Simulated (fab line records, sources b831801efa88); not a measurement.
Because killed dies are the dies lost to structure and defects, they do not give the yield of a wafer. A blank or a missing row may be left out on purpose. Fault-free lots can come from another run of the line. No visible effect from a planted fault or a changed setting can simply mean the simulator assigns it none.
Chamber matching || flow sfq_line || 4 sister chambers for SFQ_TRILAYER_I3_CMP_CMP_082 on cmp-02
The step polishes SiO2. 8 wafers are shown with their chamber, then 7 later ones without.

## EACH WAFER AND ITS CHAMBER
{"wafer": "L258.1", "chamber": 2, "motor_current_A (A)": 11.5, "time_to_endpoint_s (s)": 212}
{"wafer": "L258.2", "chamber": 0, "motor_current_A (A)": 8.7, "time_to_endpoint_s (s)": 224}
{"wafer": "L258.5", "chamber": 2, "motor_current_A (A)": 11.5, "time_to_endpoint_s (s)": 216}
{"wafer": "L262.1", "chamber": 1, "motor_current_A (A)": 12.0, "time_to_endpoint_s (s)": 209}
{"wafer": "L262.3", "chamber": 3, "motor_current_A (A)": 9.4, "time_to_endpoint_s (s)": 219}
{"wafer": "L262.4", "chamber": 0, "motor_current_A (A)": 8.6, "time_to_endpoint_s (s)": 218}
{"wafer": "L264.2", "chamber": 1, "motor_current_A (A)": 11.5, "time_to_endpoint_s (s)": 208}
{"wafer": "L264.3", "chamber": 3, "motor_current_A (A)": 9.4, "time_to_endpoint_s (s)": 214}

## WAFERS MISSING THEIR CHAMBER
{"wafer": "L264.5", "motor_current_A (A)": 11.6, "time_to_endpoint_s (s)": 213}
{"wafer": "L268.3", "motor_current_A (A)": 8.6, "time_to_endpoint_s (s)": 219}
{"wafer": "L268.5", "motor_current_A (A)": 8.7, "time_to_endpoint_s (s)": 223}
{"wafer": "L268.6", "motor_current_A (A)": 9.3, "time_to_endpoint_s (s)": 215}
{"wafer": "L275.1", "motor_current_A (A)": 8.9, "time_to_endpoint_s (s)": 220}
{"wafer": "L275.4", "motor_current_A (A)": 9.2, "time_to_endpoint_s (s)": 228}
{"wafer": "L275.3", "motor_current_A (A)": 11.5, "time_to_endpoint_s (s)": 219}

## WHICH CHAMBER EACH ONE RAN IN
{"wafer": "L264.5", "from the rows above": "can't be placed: 2 or 1", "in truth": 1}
{"wafer": "L268.3", "from the rows above": 0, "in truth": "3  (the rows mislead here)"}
{"wafer": "L268.5", "from the rows above": 0, "in truth": 0}
{"wafer": "L268.6", "from the rows above": 3, "in truth": 3}
{"wafer": "L275.1", "from the rows above": "can't be placed: 0 or 3", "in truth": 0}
{"wafer": "L275.4", "from the rows above": "can't be placed: 0 or 3", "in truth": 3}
{"wafer": "L275.3", "from the rows above": 2, "in truth": 2}
Correctly placed: 3 of 7. Cannot be placed on the basis of these rows: 3; the candidates contain the true chamber in 3. 1 placed wrongly.
How it was worked out, from the rows above alone: a wafer's distance from a chamber is the root of the sum, over the readings, of the square of ((its reading less the chamber's mean) divided by the reading's scatter). The wafer belongs to the nearest chamber; if the next one is less than 2 further off, it can't be placed. For every chamber, the mean is computed from those of its wafers that are shown. How the scatter is found: for the shown wafers, subtract from each reading the mean of its chamber, square and add these, divide the total by (wafers less chambers), then take the root.
